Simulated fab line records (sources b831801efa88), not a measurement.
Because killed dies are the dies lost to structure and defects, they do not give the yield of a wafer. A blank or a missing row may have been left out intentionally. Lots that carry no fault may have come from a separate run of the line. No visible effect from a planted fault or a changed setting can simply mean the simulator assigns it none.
A struck lot beside a sound one	flow sky130	16 out of 708 route steps
Sound: the wafers L741.2, L741.4, L741.6. Struck: wafers L751.1, L751.2, L751.4. The cause is given at the end.
For every step that has rows: the tool of each side, followed by ch and its chambers, followed by its first start. Under that, the readings that differ: sound wafers	struck wafers	difference of the means	sigmas: that difference in standard deviations of wafers without a fault.
alike: same words and numbers on both sides, and readings whose means sit less than 2 such deviations apart. not compared: any withheld reading, any reading some wafer has no value for, any bound like >300 that may hide the same value, and any number with overlapping values for which the record gives no deviation.
The two part at a step that has a row with sigmas, a row that says differs or no value, or rows on one side only. Numbers that have no deviation but don't overlap get no sigmas and don't part them. Lack of a reading on every wafer of one side parts them only where that side has two or more wafers.

first, 2 steps without rows for these wafers: SKY_VT_ADJUST_PCH_PEB_05; SKY_VT_ADJUST_PCH_DEVELOP_06 (develop time 60 s).
SKY_VT_ADJUST_PCH_OVL_MEAS_07:
  sound on overlay-02, day 12 17:11; struck on overlay-01, day 16 02:32
  alike: VT_ADJUST_PCH_OVL
following that, these wafers have no rows for 1 step: SKY_VT_ADJUST_PCH_IMPLANT_08.
SKY_VT_ADJUST_PCH_STRIP_09: strips in O2/N2.
  sound on plasma-asher-02 ch 0,1, day 12 17:22; struck on plasma-asher-02 ch 0,1, day 16 02:43
reading	sound	struck	difference	sigmas
strip-time-to-endpoint-s (s)	36.84 36.90 36.85	37.24 37.10 37.17	+0.31	+3
  alike: drypump-motor-current-A, n2-flow-sccm, oes-product-au
  not compared: rf-hours-counter-h
SKY_VT_ADJUST_PCH_TW_MEAS_10:
  sound on film-metro-03, day 12 17:28; struck on film-metro-03, day 16 02:49
reading	sound	struck	difference	sigmas
VT_ADJUST_PCH_TW	142.7 142.7 142.2	140.0 140.3 140.9	-2.1	-3
then, 6 steps without rows for these wafers: SKY_SONOS_TUNNEL_DEHYDRATE_00 (time 60 s); SKY_SONOS_TUNNEL_HMDS_01 (prime time 60 s); SKY_SONOS_TUNNEL_COAT_02 (resist thk 1140 nm); SKY_SONOS_TUNNEL_SOFTBAKE_03 (time 60 s); SKY_SONOS_TUNNEL_EXPOSE_04 (exposes mask TUNM, target cd 410 nm); SKY_SONOS_TUNNEL_PEB_05.
SKY_SONOS_TUNNEL_DEVELOP_06: develop time 60 s.
  sound on litho-track-04 ch 0, day 13 19:01; struck on litho-track-04 ch 0, day 17 06:50
reading	sound	struck	difference	sigmas
developer-temp-C (C)	22.94 23.03 22.90	20.71 20.64 20.55	-2.32	-23
  alike: exhaust-pa
SKY_SONOS_TUNNEL_CD_MEAS_07: target cd 410 nm.
  sound on cd-sem-01, day 13 19:10; struck on cd-sem-01, day 17 06:59
reading	sound	struck	difference	sigmas
cd-nm (nm)	410.9 408.7 408.4	414.9 413.4 414.3	+4.9	+3
SKY_SONOS_TUNNEL_OVL_MEAS_08:
  sound on overlay-02, day 13 19:16; struck on overlay-02, day 17 07:06
  alike: SONOS_TUNNEL_OVL
-- the record jumps here: 33 days lie between the struck wafers' starts before and after (it left off in module SONOS_TUNNEL and takes up again in module PAD_OPEN, whose first step shown is number 708 of the route) --
SKY_PAD_OPEN_PROBE_99:
  record: rows for the struck wafers here (prober-02, day 49 23:05), none for the sound ones

== WHERE THEY PART ==
At SKY_VT_ADJUST_PCH_STRIP_09 first; at SKY_PAD_OPEN_PROBE_99 last (within this record only).

WHY: whatever the simulator had introduced
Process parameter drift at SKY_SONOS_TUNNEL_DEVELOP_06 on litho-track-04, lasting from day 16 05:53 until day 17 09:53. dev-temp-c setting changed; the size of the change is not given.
